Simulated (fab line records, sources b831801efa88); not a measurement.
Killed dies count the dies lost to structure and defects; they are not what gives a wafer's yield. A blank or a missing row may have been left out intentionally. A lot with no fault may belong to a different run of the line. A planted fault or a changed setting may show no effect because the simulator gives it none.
Which tool is to blame?	flow sky130	33 wafers from 11 lots sampled at 2 of the route's 708 steps

WHAT THE GAUGES READ, wafer by wafer
SKY_VIA3_OVL_MEAS_13.
lot	measured	on	VIA3_OVL (nm)
L915	day 39 14:01	overlay-02	6 -3 -2
L916	day 39 15:10	overlay-02	3 5 5
L917	day 40 09:19	overlay-01	5 2 -1
L920	day 41 09:03	overlay-01	0 -10 4
L921	day 41 13:15	overlay-02	-4 -1 -1
L929	day 43 22:37	overlay-01	-3 7 2
L930	day 44 04:17	overlay-02	2 3 6
L931	day 44 10:20	overlay-02	-8 -19 -4
L934	day 45 00:16	overlay-01	1 -6 -4
L936	day 45 05:53	overlay-02	-13 1 0
L937	day 45 17:40	overlay-01	-3 5 8

EACH LOT AND THE TOOL THAT RAN IT (in order: tool; ch and the chambers of the sampled wafers; start)
lot	SKY_METAL3_ETCH_16
L915	rie metal-02 ch 0,1, day 38 12:13
L916	rie metal-02 ch 0,1, day 38 12:58
L917	rie metal-01 ch 0,1, day 39 07:22
L920	rie metal-01 ch 0,1, day 40 07:29
L921	rie metal-02 ch 0,1, day 40 11:15
L929	rie metal-03 ch 0,1, day 42 22:10
L930	rie metal-01 ch 0,1, day 43 03:57
L931	rie metal-03 ch 0,1, day 43 10:04
L934	rie metal-01 ch 0,1, day 44 00:09
L936	rie metal-02 ch 0,1, day 44 06:29
L937	rie metal-02 ch 0,1, day 44 19:08
- SKY_METAL3_ETCH_16: etches BARC in N2/H2, stops on SiO2, time 88.2 s, target depth 60 nm.

AS READ BY THE TOOLS THEMSELVES (means over the sampled wafers that have a number; for cases with no such wafer, the mark the record gives instead)
SKY_METAL3_ETCH_16.
lot	tool	chamber pressure mTorr (mTorr)	drypump motor current A (A)	oes product au (a.u.)	throttle valve pct (%)
L915	rie metal-02	30.00	5.5	0.626	13.194
L916	rie metal-02	29.99	5.5	0.627	13.208
L917	rie metal-01	29.99	6.1	0.625	13.196
L920	rie metal-01	29.99	6.0	0.622	13.211
L921	rie metal-02	29.99	5.5	0.626	13.204
L929	rie metal-03	30.00	6.1	0.627	13.198
L930	rie metal-01	30.00	6.1	0.624	13.208
L931	rie metal-03	30.01	6.2	0.628	13.201
L934	rie metal-01	29.99	6.1	0.624	13.196
L936	rie metal-02	30.01	5.5	0.628	13.212
L937	rie metal-02	30.00	6.1	0.623	13.220

THE ANSWER, worked out from the rows above alone
Rule: what is usual is taken from the lots themselves. The widest of any qualifying gaps counts: lots, ordered by their means at a reading, are off when they make up no more than a third of the lots, leave a main group of 4 or more, and stand apart from it by 3 or more times the standard deviation of that group's means. If all means in a main group match to the digits the tables above print for the reading, that group is not used. A lot without any number at a reading at which 4 lots or more have one is off too. The other lots that the step has rows for count as sound. Order of review: gauges by route order, followed by the tools' own readings, for which a lot's mean as printed above is used. At the first step where some lot is off, the reading lying furthest off is the one used; lots without a number count as furthest.
No lot is off at any reading shown: from this, nothing can be told.

WHAT THE SIMULATOR PUT IN
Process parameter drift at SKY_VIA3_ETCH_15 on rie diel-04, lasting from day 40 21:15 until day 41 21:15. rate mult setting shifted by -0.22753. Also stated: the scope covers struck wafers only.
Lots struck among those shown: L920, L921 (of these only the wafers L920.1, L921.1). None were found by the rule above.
